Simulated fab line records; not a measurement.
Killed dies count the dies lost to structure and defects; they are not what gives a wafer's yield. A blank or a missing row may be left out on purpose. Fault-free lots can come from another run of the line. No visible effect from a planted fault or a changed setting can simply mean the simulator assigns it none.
One fault seen from 2 desks + flow sky130 + every desk sees just its own numbers, and what lay behind them comes last

FOR THE TOOL OWNER'S DESK: plasma-asher-02
The tool's own readings at SKY_SD_P_STRIP_10 (strips in O2/N2): means of the sampled wafers that have a number, for each lot that ran on this tool. Marked OUT: a lot whose mean sits more than 4 standard deviations from the usual mean, which makes it out of limits; the brackets give that distance.
Columns: A = drypump-motor-current-A at SKY_SD_P_STRIP_10, usual 6.21 A; B = n2-flow-sccm at SKY_SD_P_STRIP_10, usual 300.1 sccm; C = oes-product-au at SKY_SD_P_STRIP_10, usual 0.618 a.u.; D = strip-time-to-endpoint-s at SKY_SD_P_STRIP_10, usual 17.49 s
| lot  | first seen here | A    | B     | C               | D     |
|------|-----------------|------|-------|-----------------|-------|
| L624 | day 26 03:34    | 6.01 | 300.0 | 0.614           | 17.58 |
| L629 | day 28 05:22    | 5.99 | 299.5 | 0.616           | 17.52 |
| L633 | day 29 16:57    | 6.29 | 300.2 | 0.790 (+37) OUT | -     |
This desk's finding: out of limits on L633; first on L633, day 29 16:57 (oes-product-au at SKY_SD_P_STRIP_10). L624, L629 stayed within limits.

THE METROLOGY DESK
What the gauges read, lot by lot, whatever tool the lot ran on: means of the sampled wafers that have a number. Marked OUT: a lot whose mean sits more than 4 standard deviations from the usual mean, which makes it out of limits; the brackets give that distance.
Columns: A = POLY_GATE_OXIDATION_THK at SKY_POLY_GATE_THK_MEAS_21, usual 4.01 nm; B = RES_XHIGH_TW at SKY_RES_XHIGH_TW_MEAS_09, usual 1647
| lot  | first seen here | A    | B                    |
|------|-----------------|------|----------------------|
| L621 | day 16 13:04    | 3.95 | 1645                 |
| L622 | day 16 16:56    | 4.03 | 1632                 |
| L624 | day 17 06:52    | 4.03 | 1641                 |
| L625 | day 17 23:07    | 4.02 | 1641                 |
| L629 | day 19 09:32    | 3.93 | 1630                 |
| L630 | day 19 23:13    | 3.93 | 1662                 |
| L631 | day 20 11:09    | 4.00 | 1650                 |
| L632 | day 20 16:54    | 3.99 | 1646                 |
| L633 | day 20 22:35    | 4.02 | 30 (-99 or more) OUT |
| L635 | day 21 22:42    | 4.11 | 1663                 |
| L642 | day 23 19:56    | 3.99 | 1652                 |
| L643 | day 24 08:31    | 3.99 | 1663                 |
| L644 | day 24 17:14    | 3.91 | 1645                 |
This desk reports L633 out of limits; the earliest was L633 at day 30 21:13 (RES_XHIGH_TW at SKY_RES_XHIGH_TW_MEAS_09). L621, L622, L624, L625, L629, L630, L631, L632, L635, L642, L643, L644 stayed within limits.

TAKEN TOGETHER
The tool owner's desk had the chance to raise an alarm at day 29 16:57 on L633.
L633 would have let the metrology desk raise an alarm at day 30 21:13.
The lots listed all ran SKY_SD_P_STRIP_10 on plasma-asher-02.

WHAT HAD BEEN PUT IN BY THE SIMULATOR
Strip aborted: plasma-asher-02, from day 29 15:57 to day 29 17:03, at SKY_SD_P_STRIP_10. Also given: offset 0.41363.
Shown lots that were struck: L633.
Hours from the fault's start to each desk's first reading out of limits: the tool owner's desk, 1; the metrology desk, 29.
